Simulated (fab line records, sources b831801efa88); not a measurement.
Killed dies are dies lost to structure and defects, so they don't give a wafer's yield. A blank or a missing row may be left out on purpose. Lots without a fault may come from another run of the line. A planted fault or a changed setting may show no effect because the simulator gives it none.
fab line records | flow gf180mcu | part 1 of 2: steps 1 to 35 of 36
record lots=6 wafers=18 last_day=33
route steps=602 shown M1@327 V1@335 M2@362 PASSIVATION@602
lots that met no fault: from a run of the same line without faults
start_h: hours from the record's first day to the start of the lot's first wafer shown | wait_h: hours since the lot's step before | " the same as in the row above | L1.1+2: a row that stands for several wafers | - no value, or no start given | * or withheld: withheld | < > ~ a bound
route shown NAME@n: a module of which the file shows steps, and the number in the route of the first | usual: mean/standard deviation of fault-free wafers | same: alike in all rows | chamber/n: place in a boat | sites: the reading at each site | _std_site: their standard deviation | _edge_site: outer sites' mean less inner sites' | radius_mm: how far each site lies from the wafer's centre | mask NAME#n: copy n | behind: the tool/chamber that last shaped the wafer | hold: why the lot was held/for how many hours/how that ended | device: the transistor (n, p or np) that didn't switch | end of line: the same wafers' tests at the end of the route | a step without rows: its recipe alone | killed: dies lost to structure and defects at the first sort, not the wafer's yield | map: a wafer's dies, x killed, . not, _ none there
set.NAME: the setting as run; set.NAME@STEP: as run at that earlier step | model.NAME: the simulator's own value behind a step, which no gauge read
lots at some steps of the route; a table a step, a row a wafer
services: from which hour (start_h, from the record's first day; less than 0 if before it) a tool's chamber was out of use, for how many hours, and why
## steps
# step GF_M1_PEB_12
# recipe peb_temp_c=135 peb_time_s=90 resist=KrF
# step GF_M1_DEVELOP_13
# recipe develop_time_s=60 dev_temp_c=21
# step GF_M1_CD_MEAS_14
# recipe target_cd_nm=230
# usual cd_nm=229.4/1.3
# columns lot.wafer tool chamber start_h wait_h cd_nm
L389.1 cd_sem-01 - 387.18 0.1 230.3
L389.2 " - " " 229.7
L389.6 " - " " 229.9
L390.1 cd_sem-02 - 396.33 0.1 229.6
L390.2 " - " " 228.7
L390.5 " - " " 229.9
L394.2 cd_sem-02 - 438.87 0.1 229.4
L394.5 " - " " 230.9
L394.6 " - " " 230.6
L403.1 cd_sem-01 - 508.10 0.1 232.1
L403.5 " - " " 231.8
L403.6 " - " " 232.2
L404.2 cd_sem-02 - 520.44 0.1 226.8
L404.3 " - " " 228.3
L404.4 " - " " 228.2
L406.1 cd_sem-01 - 533.40 0.1 228.0
L406.2 " - " " 227.1
L406.5 " - " " 228.2
# step GF_M1_OVL_MEAS_15
# usual M1_OVL=0/5.3
# columns lot.wafer tool chamber start_h wait_h M1_OVL[nm]
L389.1 overlay-02 - 387.30 0.1 12
L389.2 " - " " -2
L389.6 " - " " -2
L390.1 overlay-01 - 396.45 0.1 -2
L390.2 " - " " 0
L390.5 " - " " 0
L394.2 overlay-02 - 438.98 0.1 10
L394.5 " - " " 0
L394.6 " - " " 5
L403.1 overlay-02 - 508.22 0.1 1
L403.5 " - " " 6
L403.6 " - " " -1
L404.2 overlay-02 - 520.55 0.1 6
L404.3 " - " " -4
L404.4 " - " " -2
L406.1 overlay-02 - 533.52 0.1 3
L406.2 " - " " -7
L406.5 " - " " 1
# step GF_M1_METAL_ETCH_16
# recipe chemistry=Cl2/BCl3 mask_material=KrF target_depth_nm=627.5 stop_on=SiO2 pressure_mtorr=8 icp_w=800 bias_w=140 Cl2_flow_sccm=80 bcl3_flow_sccm=40 time_s=104.6
# usual drypump_motor_current_A=5.5/0.43 oes_product_au=0.970/0.0076 throttle_valve_pct=28.252/0.011
# columns lot.wafer tool chamber start_h wait_h drypump_motor_current_A oes_product_au rf_hours_counter_h throttle_valve_pct
L389.1 rie_metal-04 1 387.33 0.0 5.5 0.991 3.9 28.236
L389.2 " 0 " " 5.9 0.976 4.4 28.255
L389.6 " 1 " " 5.5 0.980 - 28.230
L390.1 rie_metal-04 1 396.49 0.0 5.5 0.962 4.3 28.286
L390.2 " 0 " " 5.9 0.971 4.7 28.260
L390.5 " 1 " " 5.5 0.968 - 28.262
L394.2 rie_metal-02 0 439.01 0.0 6.0 0.979 9.8 28.247
L394.5 " 1 " " 4.9 0.967 - 28.255
L394.6 " 0 " " 6.0 0.979 - 28.246
L403.1 rie_metal-02 1 508.26 0.0 4.9 0.967 7.3 28.254
L403.5 " 1 " " 5.0 0.965 - 28.268
L403.6 " 1 " " 4.9 0.970 - 28.264
L404.2 rie_metal-02 0 520.58 0.0 6.0 0.971 0.0 28.243
L404.3 " 1 " " 5.0 0.972 - 28.252
L404.4 " 0 " " 5.9 0.968 - 28.237
L406.1 rie_metal-02 1 533.56 0.0 4.9 0.964 8.1 28.240
L406.2 " 0 " " 6.0 0.962 0.3 28.269
L406.5 " 0 " " 6.0 0.960 - 28.256
# step GF_M1_STRIP_17
# recipe chemistry=O2/N2 power_w=1400 pressure_mtorr=1500 platen_temp_c=250 o2_flow_sccm=3000 n2_flow_sccm=300 overash_fraction=0.5
# usual drypump_motor_current_A=5.7/0.39 heater_power_w=362/36 n2_flow_sccm=300.0/0.91 oes_product_au=0.558/0.005 strip_time_to_endpoint_s=7.88/0.048
# same overash_fraction=0.5
# columns lot.wafer tool chamber start_h wait_h drypump_motor_current_A heater_power_w n2_flow_sccm oes_product_au rf_hours_counter_h strip_time_to_endpoint_s
L389.1 plasma_asher-03 1 387.44 0.1 6.0 406 299.3 0.560 28 7.88
L389.2 " 0 " " 6.1 344 300.2 0.562 28 7.92
L389.6 " 1 " " 6.0 413 299.6 0.555 - 7.88
L390.1 plasma_asher-04 1 396.60 0.1 5.8 376 300.4 0.569 75 7.92
L390.2 " 0 " " 4.9 350 300.1 0.561 75 7.93
L390.5 " 1 " " 5.8 363 300.0 0.564 - 7.91
L394.2 plasma_asher-01 1 439.12 0.1 5.6 387 300.6 0.543 83 7.77
L394.5 " 0 " " 5.8 306 299.3 0.557 - 7.94
L394.6 " 1 " " 5.6 389 301.5 0.559 - 7.80
L403.1 plasma_asher-01 1 508.48 0.2 5.6 394 300.1 0.561 91 7.97
L403.5 " 1 " " 5.6 380 300.4 0.556 - 7.94
L403.6 " 0 " " 5.8 314 301.2 0.562 - 7.94
L404.2 plasma_asher-03 0 520.69 0.1 6.1 342 299.6 0.553 43 7.82
L404.3 " 0 " " 6.2 348 299.6 0.563 - 7.91
L404.4 " 1 " " 6.0 416 299.6 0.560 - 7.85
L406.1 plasma_asher-03 0 533.67 0.1 6.2 337 301.2 0.560 45 7.90
L406.2 " 1 " " 6.0 409 301.5 0.554 45 7.82
L406.5 " 1 " " 6.0 408 301.3 0.551 - 7.79
# step GF_M1_STRIP_18
# recipe chemistry=post_etch_residue_remover time_s=1200 temp_c=72.5
# step GF_M1_CLEAN_19
# recipe chemistry=DIW dry=n2_spin
# step GF_V1_CVD_00
# recipe material=SiO2 target_thk_nm=600 sigma_open_frac=0.3 temp_c=400 time_s=100 sih4_flow_sccm=60 pressure_mtorr=6
# step GF_V1_THK_MEAS_01
# recipe reads=SiO2_of_V1_CVD_00
# usual V1_CVD_00_THK=602/6.6
# columns lot.wafer tool chamber start_h wait_h V1_CVD_00_THK[nm]
L389.1 film_metro-02 - 388.05 0.0 590
L389.2 " - " " 590
L389.6 " - " " 594
L390.1 film_metro-02 - 397.21 0.0 600
L390.2 " - " " 610
L390.5 " - " " 596
L394.2 film_metro-01 - 439.83 0.0 592
L394.5 " - " " 599
L394.6 " - " " 609
L403.1 film_metro-01 - 509.09 0.0 591
L403.5 " - " " 598
L403.6 " - " " 603
L404.2 film_metro-01 - 521.31 0.0 593
L404.3 " - " " 605
L404.4 " - " " 594
L406.1 film_metro-01 - 534.32 0.0 608
L406.2 " - " " 605
L406.5 " - " " 604
# step GF_V1_CVD_02
# recipe material=SiO2 target_thk_nm=850 precursor=TEOS temp_c=400 time_s=94.851 rf_w=600
# usual heater_power_w=650/130
# columns lot.wafer tool chamber start_h wait_h heater_power_w
L389.1 pecvd-02 1 388.11 0.1 697
L389.2 " 0 " " 588
L389.6 " 0 " " 658
L390.1 pecvd-01 1 397.27 0.1 530
L390.2 " 2 " " 476
L390.5 " 2 " " 527
L394.2 pecvd-04 1 439.88 0.0 1009
L394.5 " 1 " " 816
L394.6 " 0 " " 593
L403.1 pecvd-02 0 509.15 0.1 565
L403.5 " 2 " " 773
L403.6 " 1 " " 674
L404.2 pecvd-04 2 521.36 0.0 645
L404.3 " 0 " " 761
L404.4 " 1 " " 1020
L406.1 pecvd-04 0 534.38 0.1 737
L406.2 " 2 " " 568
L406.5 " 0 " " 751
# step GF_V1_THK_MEAS_03
# recipe reads=SiO2_of_V1_CVD_02
# usual V1_CVD_02_THK=849/10
# columns lot.wafer tool chamber start_h wait_h V1_CVD_02_THK[nm]
L389.1 film_metro-04 - 388.18 0.0 840
L389.2 " - " " 828
L389.6 " - " " 852
L390.1 film_metro-02 - 397.34 0.0 844
L390.2 " - " " 840
L390.5 " - " " 846
L394.2 film_metro-01 - 439.96 0.0 847
L394.5 " - " " 849
L394.6 " - " " 849
L403.1 film_metro-04 - 509.22 0.0 847
L403.5 " - " " 855
L403.6 " - " " 859
L404.2 film_metro-04 - 521.44 0.0 847
L404.3 " - " " 840
L404.4 " - " " 849
L406.1 film_metro-01 - 534.44 0.0 841
L406.2 " - " " 835
L406.5 " - " " 850
# step GF_V1_CMP_04
# recipe material=SiO2 down_force_psi=4 platen_rpm=60 pad_velocity_m_s=0.94248
# usual motor_current_A=12.3/1.7 retaining_ring_pressure_frac=1.000/0.0047 time_to_endpoint_s=78/5.7
# columns lot.wafer tool chamber start_h wait_h motor_current_A retaining_ring_pressure_frac time_to_endpoint_s model.SiO2_of_V1_CVD_02.thk_nm
L389.1 cmp-02 3 388.24 0.1 15.0 0.999 78 632.3
L389.2 " 0 " " 10.4 1.004 70 630.7
L389.6 " 0 " " 10.5 0.999 80 631.6
L390.1 cmp-01 1 397.40 0.1 12.1 1.002 81 633.6
L390.2 " 2 " " 11.3 1.009 76 633.3
L390.5 " 2 " " 11.4 1.005 79 634.3
L394.2 cmp-02 0 440.01 0.0 10.2 1.005 73 630.1
L394.6 " 0 " " 11.0 0.999 76 631.5
L394.5 " 1 " " 13.6 0.997 78 631.8
L403.1 cmp-02 0 509.43 0.2 10.5 0.992 101 704.8
L403.6 " 1 " " 13.2 1.002 81 632.2
L403.5 " 2 " " 11.2 1.002 105 709.5
L404.4 cmp-02 1 521.49 0.0 13.5 0.997 102 707.2
L404.2 " 2 " " 11.5 0.994 77 631.1
L404.3 " 0 " " 10.0 0.997 68 629.5
L406.2 cmp-01 0 534.50 0.0 10.1 1.000 80 632.9
L406.1 " 1 " " 11.9 1.002 83 633.4
L406.5 " 1 " " 12.0 1.002 84 633.6
# step GF_V1_BOW_MEAS_05
# recipe mode=bow
# usual V1_BOW=81/7.3
# columns lot.wafer tool chamber start_h wait_h hold V1_BOW[um]
L389.1 film_metro-02 - 388.54 0.2 - 73
L389.2 " - " " - 86
L389.6 " - " " - 75
L390.1 film_metro-02 - 397.70 0.2 - 93
L390.2 " - " " - 90
L390.5 " - " " - 79
L394.2 film_metro-01 - 440.33 0.3 - 82
L394.5 " - " " - 77
L394.6 " - " " - 71
L403.1 film_metro-02 - 509.58 0.1 await_dispo/0.2h/release 79
L403.5 " - " " await_dispo/0.2h/release 84
L403.6 " - " " await_dispo/0.2h/release 90
L403.1 film_metro-02 - 509.86 0.3 - -
L403.5 " - " " - -
L403.6 " - " " - -
L404.2 film_metro-02 - 521.81 0.2 await_dispo/0.2h/release 82
L404.3 " - " " await_dispo/0.2h/release 79
L404.4 " - " " await_dispo/0.2h/release 77
L404.2 film_metro-02 - 522.09 0.3 - -
L404.3 " - " " - -
L404.4 " - " " - -
L406.1 film_metro-01 - 534.80 0.2 - 89
L406.2 " - " " - 78
L406.5 " - " " - 85
# step GF_V1_HMDS_07
# recipe prime_time_s=60 prime_temp_c=120
# step GF_V1_COAT_08
# recipe resist=BARC temp_c=withheld time_s=withheld spin_rpm=withheld resist_thk_nm=withheld
# step GF_V1_COAT_09
# recipe resist=KrF spin_rpm=withheld resist_thk_nm=1000
# step GF_V1_SOFTBAKE_10
# recipe temp_c=130 time_s=60 resist=KrF
# step GF_V1_EXPOSE_11
# recipe mask_id=Via1 target_cd_nm=260 na=0.68 source_shape=conventional sigma_outer=0.6 dose_mj=38
# step GF_V1_PEB_12
# recipe peb_temp_c=135 peb_time_s=90 resist=KrF
# step GF_V1_DEVELOP_13
# recipe develop_time_s=60 resist=KrF dev_temp_c=21
# step GF_V1_CD_MEAS_14
# recipe target_cd_nm=260
# usual cd_nm=259.7/1.1
# columns lot.wafer tool chamber start_h wait_h cd_nm
L389.1 cd_sem-02 - 411.95 0.1 259.6
L389.2 " - " " 257.7
L389.6 " - " " 258.2
L390.1 cd_sem-01 - 421.30 0.1 257.2
L390.2 " - " " 256.6
L390.5 " - " " 255.7
L394.2 cd_sem-01 - 465.30 0.1 258.7
L394.5 " - " " 258.2
L394.6 " - " " 258.9
L403.1 cd_sem-01 - 532.30 0.1 261.0
L403.5 " - " " 259.7
L403.6 " - " " 261.1
L404.2 cd_sem-01 - 544.26 0.2 260.4
L404.3 " - " " 259.5
L404.4 " - " " 260.9
L406.1 cd_sem-01 - 557.80 0.1 259.2
L406.2 " - " " 258.4
L406.5 " - " " 260.0
# step GF_V1_OVL_MEAS_15
# usual V1_OVL=1/5.9
# columns lot.wafer tool chamber start_h wait_h V1_OVL[nm]
L389.1 overlay-02 - 412.07 0.1 -2
L389.2 " - " " 11
L389.6 " - " " 12
L390.1 overlay-01 - 421.42 0.1 -2
L390.2 " - " " 5
L390.5 " - " " 0
L394.2 overlay-01 - 465.41 0.1 3
L394.5 " - " " -15
L394.6 " - " " -6
L403.1 overlay-01 - 532.42 0.1 8
L403.5 " - " " 2
L403.6 " - " " 4
L404.2 overlay-02 - 544.37 0.1 -3
L404.3 " - " " -3
L404.4 " - " " -4
L406.1 overlay-02 - 557.92 0.1 13
L406.2 " - " " 9
L406.5 " - " " 4
# step GF_V1_ETCH_16
# recipe chemistry=N2/H2 target_depth_a=withheld overetch_a=withheld time_s=withheld target=BARC ion_energy_ev=200 source_w=500 bias_w=100 pressure_mtorr=30 n2_flow_sccm=100 h2_flow_sccm=200
# step GF_V1_ETCH_17
# recipe chemistry=C4F8/O2/Ar mask_material=KrF target=SiO2 stop_on=TiN source_w=1500 bias_w=1200 pressure_mtorr=40 c4f8_flow_sccm=withheld O2_flow_sccm=6 Ar_flow_sccm=300 time_s=withheld target_depth_a=6300
# usual oes_product_au=0.856/0.0048
# columns lot.wafer tool chamber start_h wait_h oes_product_au model.etch.depth_nm model.V1.feature_depth_nm
L389.1 rie_diel-02 3 - - 0.859 632.3 632.3
L389.2 " 1 " " 0.849 630.7 630.7
L389.6 " 3 " " 0.849 631.6 631.6
L390.1 rie_diel-02 3 - - 0.853 633.6 633.6
L390.2 " 2 " " 0.853 633.3 633.3
L390.5 " 3 " " 0.860 634.3 634.3
L394.2 rie_diel-03 2 - - 0.859 630.1 630.1
L394.5 " 3 " " 0.853 631.8 631.8
L394.6 " 2 " " 0.848 631.5 631.5
L403.1 rie_diel-02 0 - - 0.911 704.8 704.8
L403.5 " 1 " " 0.926 709.5 709.5
L403.6 " 0 " " 0.861 632.2 632.2
L404.2 rie_diel-04 0 - - 0.853 631.1 631.1
L404.3 " 1 " " 0.853 629.5 629.5
L404.4 " 2 " " 0.909 707.2 707.2
L406.1 rie_diel-04 1 - - 0.850 633.4 633.4
L406.2 " 2 " " 0.864 632.9 632.9
L406.5 " 1 " " 0.859 633.6 633.6
# step GF_V1_STRIP_18
# recipe chemistry=O2/N2 power_w=1400 pressure_mtorr=1500 platen_temp_c=250 o2_flow_sccm=3000 n2_flow_sccm=300 overash_fraction=0.5
# usual drypump_motor_current_A=5.7/0.46 heater_power_w=363/31 n2_flow_sccm=299.9/0.96 oes_product_au=0.593/0.0049
# same overash_fraction=0.5
# columns lot.wafer tool chamber start_h wait_h drypump_motor_current_A heater_power_w n2_flow_sccm oes_product_au rf_hours_counter_h
L389.1 plasma_asher-02 0 412.24 - 5.9 365 300.6 0.597 58
L389.2 " 1 " " 5.6 332 301.0 0.590 58
L389.6 " 1 " " 5.6 324 301.1 0.589 -
L390.1 plasma_asher-02 1 421.59 - 5.6 325 298.4 0.598 59
L390.2 " 0 " " 6.0 363 301.0 0.587 59
L390.5 " 1 " " 5.6 326 299.4 0.595 -
L394.2 plasma_asher-04 1 465.57 - 5.8 382 299.3 0.592 4
L394.5 " 0 " " 4.9 332 299.4 0.587 -
L394.6 " 1 " " 5.8 382 300.2 0.603 -
L403.1 plasma_asher-04 0 532.59 - 4.9 343 299.7 0.584 10
L403.5 " 1 " " 5.8 376 297.9 0.597 -
L403.6 " 0 " " 4.9 339 299.2 0.593 -
L404.2 plasma_asher-04 0 544.53 - 4.9 338 299.5 0.595 11
L404.3 " 0 " " 4.9 340 299.5 0.594 -
L404.4 " 1 " " 5.8 380 298.7 0.595 -
L406.1 plasma_asher-03 1 558.09 - 5.9 424 299.9 0.602 47
L406.2 " 0 " " 6.1 336 300.0 0.591 47
L406.5 " 0 " " 6.1 346 300.5 0.589 -
# step GF_V1_STRIP_19
# recipe chemistry=post_etch_residue_remover time_s=1200 temp_c=72.5
# step GF_V1_CLEAN_20
# recipe chemistry=DIW dry=n2_spin
# step GF_V1_SPUTTER_21
# recipe material=Ti target_thk_nm=15 chamber_pressure_pa=5 power_w=2500 substrate_temp_c=200 time_s=80.02
# usual throttle_valve_pct=29.8/1.3
# columns lot.wafer tool chamber start_h wait_h throttle_valve_pct
L389.1 pvd_sputter-03 - 412.84 0.0 30.1
L389.2 " - " " 30.1
L389.6 " - " " 30.1
L390.1 pvd_sputter-01 - 422.20 0.0 30.2
L390.2 " - " " 27.7
L390.5 " - " " 27.5
L394.2 pvd_sputter-04 - 466.51 0.0 28.6
L394.5 " - " " 29.4
L394.6 " - " " 28.7
L403.1 pvd_sputter-01 - 533.16 0.0 27.4
L403.5 " - " " 27.3
L403.6 " - " " 30.1
L404.2 pvd_sputter-03 - 545.09 0.0 30.0
L404.3 " - " " 28.5
L404.4 " - " " 30.4
L406.1 pvd_sputter-04 - 558.70 0.0 28.5
L406.2 " - " " 32.4
L406.5 " - " " 28.4
# step GF_V1_SPUTTER_22
# recipe material=TiN target_thk_nm=10 chamber_pressure_pa=5 power_w=4000 time_s=40
# step GF_V1_CVD_23
# recipe material=W target_thk_nm=350 time_s=105.05 temp_c=400 pressure_torr=40
# step GF_V1_RS_MEAS_24
# recipe thk_meas_gauge=four-point-probe reads=W_of_V1_CVD_23+TiN_of_V1_SPUTTER_22+Ti_of_V1_SPUTTER_21
# usual V1_W_RS=0.3314/0.003
# columns lot.wafer tool chamber start_h wait_h V1_W_RS[ohm/sq]
L389.1 film_metro-02 - 413.05 0.1 0.3335
L389.2 " - " " 0.3318
L389.6 " - " " 0.3289
L390.1 film_metro-01 - 422.42 0.1 0.3328
L390.2 " - " " 0.3310
L390.5 " - " " 0.3309
L394.2 film_metro-01 - 466.74 0.1 0.3326
L394.5 " - " " 0.3308
L394.6 " - " " 0.3309
L403.1 film_metro-04 - 533.37 0.1 0.3268
L403.5 " - " " 0.3364
L403.6 " - " " 0.3299
L404.2 film_metro-01 - 545.33 0.1 0.3347
L404.3 " - " " 0.3315
L404.4 " - " " 0.3386
L406.1 film_metro-04 - 558.92 0.1 0.3307
L406.2 " - " " 0.3327
L406.5 " - " " 0.3306
# step GF_V1_THK_MEAS_25
# recipe thk_meas_gauge=xrf reads=W_of_V1_CVD_23
# usual V1_W_THK=351/4.4
# columns lot.wafer tool chamber start_h wait_h V1_W_THK[nm]
L389.1 film_metro-02 - 413.17 0.1 349
L389.2 " - " " 348
L389.6 " - " " 352
L390.1 film_metro-01 - 422.54 0.1 349
L390.2 " - " " 353
L390.5 " - " " 352
L394.2 film_metro-01 - 466.85 0.1 355
L394.5 " - " " 358
L394.6 " - " " 357
L403.1 film_metro-04 - 533.49 0.1 358
L403.5 " - " " 349
L403.6 " - " " 355
L404.2 film_metro-01 - 545.44 0.1 348
L404.3 " - " " 354
L404.4 " - " " 347
L406.1 film_metro-04 - 559.04 0.1 353
L406.2 " - " " 352
L406.5 " - " " 354
# step GF_V1_CMP_26
# recipe stop_on=SiO2 down_force_psi=3.5 platen_rpm=60 t_overpolish_s=15 target_thk_nm=0 pad_velocity_m_s=0.94248
# usual motor_current_A=11.2/1.5 retaining_ring_pressure_frac=1.000/0.0049
# columns lot.wafer tool chamber start_h wait_h motor_current_A retaining_ring_pressure_frac model.SiO2_of_V1_CVD_02.thk_nm
L389.1 cmp-02 0 413.28 0.1 9.7 0.995 628.5
L389.2 " 1 " " 12.1 1.007 626.9
L389.6 " 0 " " 9.4 0.993 627.9
L390.2 cmp-02 2 422.60 0.0 10.6 1.007 629.5
L390.1 " 3 " " 14.8 1.005 629.8
L390.5 " 2 " " 10.3 0.998 630.5
L394.2 cmp-01 3 466.95 0.1 11.8 1.006 626.3
L394.6 " 2 " " 10.6 0.997 627.7
L394.5 " 3 " " 11.9 1.005 628
L403.1 cmp-01 0 533.70 0.2 9.8 1.008 701
L403.5 " 1 " " 11.0 1.001 705.7
L403.6 " 2 " " 9.7 0.999 628.4
L404.2 cmp-02 3 545.49 0.0 14.2 0.996 627.3
L404.4 " 1 " " 12.0 0.998 703.4
L404.3 " 2 " " 10.5 1.000 625.7
L406.1 cmp-02 2 559.10 0.1 10.3 0.992 629.7
L406.2 " 3 " " 13.9 1.005 629.1
L406.5 " 3 " " 14.4 1.004 629.8
# step GF_M2_SPUTTER_00
# recipe material=Ti target_thk_nm=37.5 arriving_ion_energy_ev=80 substrate_temp_c=200 chamber_pressure_pa=2 power_w=4000 time_s=150
## key
first_sign step=GF_V1_CMP_04 reading=time_to_endpoint_s direction=up sigmas=4.4 usual=* struck=*
effect step=GF_V1_BOW_MEAS_05 reading=visit direction=added
effect step=GF_V1_ETCH_17 reading=oes_product_au direction=up sigmas=12 usual=0.856 struck=0.915
model_effect step=GF_V1_CMP_04 value=SiO2_of_V1_CVD_02.thk_nm without=630.8 struck=707.1
model_effect step=GF_V1_ETCH_17 value=etch.depth_nm without=630.8 struck=707.1
model_effect step=GF_V1_CMP_26 value=SiO2_of_V1_CVD_02.thk_nm without=627 struck=703.4
met_at GF_V1_CMP_04
struck_wafers L403.1,L403.5,L404.4
onset_between 440.01 509.43
fault kind=process_parameter_drift tool=cmp-02 chamber=- onset_h=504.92 steps=GF_V1_CMP_04 channel=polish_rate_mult offset=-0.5 shape=step end_h=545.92 scope=struck_wafers_only
